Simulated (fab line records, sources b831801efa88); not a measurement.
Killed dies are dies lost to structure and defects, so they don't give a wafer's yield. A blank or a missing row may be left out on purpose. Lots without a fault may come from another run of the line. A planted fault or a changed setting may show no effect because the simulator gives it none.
Which tool did it? | flow sky130 | 7 lots, 21 wafers sampled, at 4 steps of a route of 708

WHAT THE GAUGES READ, wafer by wafer
SKY_VIA3_THK_MEAS_01.
lot  | measured     | on            | VIA3_HDPCVD_THK (nm)
L693 | day 38 20:49 | film_metro-01 | 1629 1631 1653
L696 | day 39 20:46 | film_metro-01 | 1616 1619 1634
L700 | day 41 05:19 | film_metro-02 | 1619 1630 1631
L704 | day 42 04:56 | film_metro-01 | 1658 1656 1620
L707 | day 43 09:13 | film_metro-03 | 1628 1230 1619
L709 | day 43 20:39 | film_metro-02 | 1614 1222 1612
L714 | day 44 23:43 | film_metro-01 | 1627 1605 1623

WHICH TOOL RAN EACH LOT (tool, then ch and the chambers of the sampled wafers, then the start)
lot  | SKY_LI_CONTACT_STRIP_16              | SKY_LOCAL_INTERCONNECT_STRIP_15      | SKY_VIA3_HDPCVD_00
L693 | plasma_asher-02 ch 0,1, day 29 11:31 | plasma_asher-01 ch 0,1, day 30 17:10 | hdpcvd-02 ch 0,2, day 38 20:37
L696 | plasma_asher-02 ch 0,1, day 30 15:10 | plasma_asher-03 ch 0,1, day 31 20:08 | hdpcvd-02 ch 1,2, day 39 20:35
L700 | plasma_asher-03 ch 0,1, day 31 19:28 | plasma_asher-04 ch 0,1, day 33 00:26 | hdpcvd-01 ch 1,2, day 41 05:04
L704 | plasma_asher-03 ch 0, day 33 03:56   | plasma_asher-01 ch 0,1, day 34 07:53 | hdpcvd-01 ch 1,2, day 42 04:46
L707 | plasma_asher-04 ch 0,1, day 34 17:40 | plasma_asher-01 ch 0, day 35 20:59   | hdpcvd-02 ch 1,2, day 43 09:02
L709 | plasma_asher-02 ch 0,1, day 35 02:17 | plasma_asher-04 ch 0,1, day 36 05:59 | hdpcvd-02 ch 0,1,2, day 43 20:29
L714 | plasma_asher-04 ch 0,1, day 36 07:48 | plasma_asher-04 ch 0,1, day 37 12:01 | hdpcvd-01 ch 0,1, day 44 23:32
- SKY_LI_CONTACT_STRIP_16: strips in O2/N2.
- SKY_LOCAL_INTERCONNECT_STRIP_15: strips in O2/N2.
- SKY_VIA3_HDPCVD_00: deposits SiO2, target thk 1635 nm, time 272.5 s.

THE ANSWER, worked out from the rows above alone
Rule: what is usual is taken from the lots themselves. Put in order of their means at a reading, lots are off if they are a third of the lots or fewer, leave a main group of 4 or more, and stand apart from it by a gap of 3 or more times the standard deviation of the main group's means; of several such gaps the widest counts. A main group whose means are all the same, to the digits that the tables above print for the reading, isn't used. A lot without any number at a reading at which 4 lots or more have one is off too. The other lots that the step has rows for count as sound.
Off: L707, L709, at SKY_VIA3_THK_MEAS_01 (VIA3_HDPCVD_THK). The main group: mean 1630 nm, standard deviation 9.7.
A tool fits if, at a process step before that reading, it ran every lot that is off, and no sound lot after the first of them. The gauges at SKY_VIA3_THK_MEAS_01 are tried like those tools. One fits: hdpcvd-02 at SKY_VIA3_HDPCVD_00. Its last sound lot is L696 (day 39 20:35), its first lot that is off L707 (day 43 09:02): a fault that began between those two fits.

WHAT THE SIMULATOR HAD PUT IN
Process parameter drift: hdpcvd-02, from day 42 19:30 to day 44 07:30, at SKY_VIA3_HDPCVD_00. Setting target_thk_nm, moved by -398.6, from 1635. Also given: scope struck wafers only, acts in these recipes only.
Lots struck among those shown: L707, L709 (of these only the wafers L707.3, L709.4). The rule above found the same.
